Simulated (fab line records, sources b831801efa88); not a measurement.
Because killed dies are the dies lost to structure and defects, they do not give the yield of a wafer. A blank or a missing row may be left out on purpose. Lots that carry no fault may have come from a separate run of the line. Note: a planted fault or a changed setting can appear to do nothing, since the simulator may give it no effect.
One fault through the eyes of 2 desks + flow sky130 + each desk has only its own numbers; what lay behind them comes last

== METROLOGY DESK ==
What the gauges read for every lot (on any tool): the sampled wafers with a number, averaged. Marked OUT: a lot whose mean sits more than 4 standard deviations from the usual mean, which makes it out of limits; the brackets give that distance.
Columns: A = cd nm at SKY_METAL1_CD_MEAS_15, usual 139.5 nm; B = METAL1_OVL at SKY_METAL1_OVL_MEAS_16, usual -5 nm
| lot  | first seen here | A     | B   |
|------|-----------------|-------|-----|
| L326 | day 32 19:17    | 141.8 | -14 |
| L328 | day 33 03:55    | 136.6 | -11 |
| L329 | day 33 12:55    | 138.7 | -2  |
| L333 | day 35 02:33    | 138.7 | -6  |
| L334 | day 35 12:05    | 141.3 | -13 |
| L336 | day 36 01:46    | 140.1 | -1  |
| L338 | day 36 17:09    | 138.5 | -1  |
| L341 | day 37 10:33    | 141.4 | -5  |
| L342 | day 37 22:07    | 141.5 | 4   |
| L343 | day 38 06:18    | 138.4 | -4  |
| L344 | day 38 16:00    | 139.8 | -5  |
| L347 | day 39 05:53    | 138.7 | -7  |
| L348 | day 39 15:44    | 139.7 | -7  |
| L349 | day 39 21:32    | 139.7 | -6  |
This desk's verdict: no lot among the 14 shows anything out of limits.

== THE TOOL OWNER'S DESK: hdpcvd-02 ==
The tool's own readings at SKY_VIA4_HDPCVD_00 (deposits SiO2, target thk 1750 nm, time 291.7 s): means of the sampled wafers that have a number, for each lot that ran on this tool. Marked OUT: a lot whose mean sits more than 4 standard deviations from the usual mean, which makes it out of limits; the brackets give that distance.
Columns: A = pressure mtorr at SKY_VIA4_HDPCVD_00, usual 6.001 mTorr; B = run length s at SKY_VIA4_HDPCVD_00, usual 319.6 s
| lot  | first seen here | A     | B     |
|------|-----------------|-------|-------|
| L334 | day 44 04:20    | 5.988 | 319.9 |
| L336 | day 44 12:56    | 5.991 | 319.9 |
| L344 | day 46 21:14    | 5.998 | 320.2 |
| L348 | day 47 14:41    | 6.007 | 319.9 |
| L349 | day 47 20:04    | 5.995 | 319.9 |
This desk's verdict: no lot among the 5 shows anything out of limits.

== ALL TOGETHER ==
The metrology desk saw nothing out of limits.
The desk of the tool owner found nothing out of limits.

== WHAT THE SIMULATOR PUT IN ==
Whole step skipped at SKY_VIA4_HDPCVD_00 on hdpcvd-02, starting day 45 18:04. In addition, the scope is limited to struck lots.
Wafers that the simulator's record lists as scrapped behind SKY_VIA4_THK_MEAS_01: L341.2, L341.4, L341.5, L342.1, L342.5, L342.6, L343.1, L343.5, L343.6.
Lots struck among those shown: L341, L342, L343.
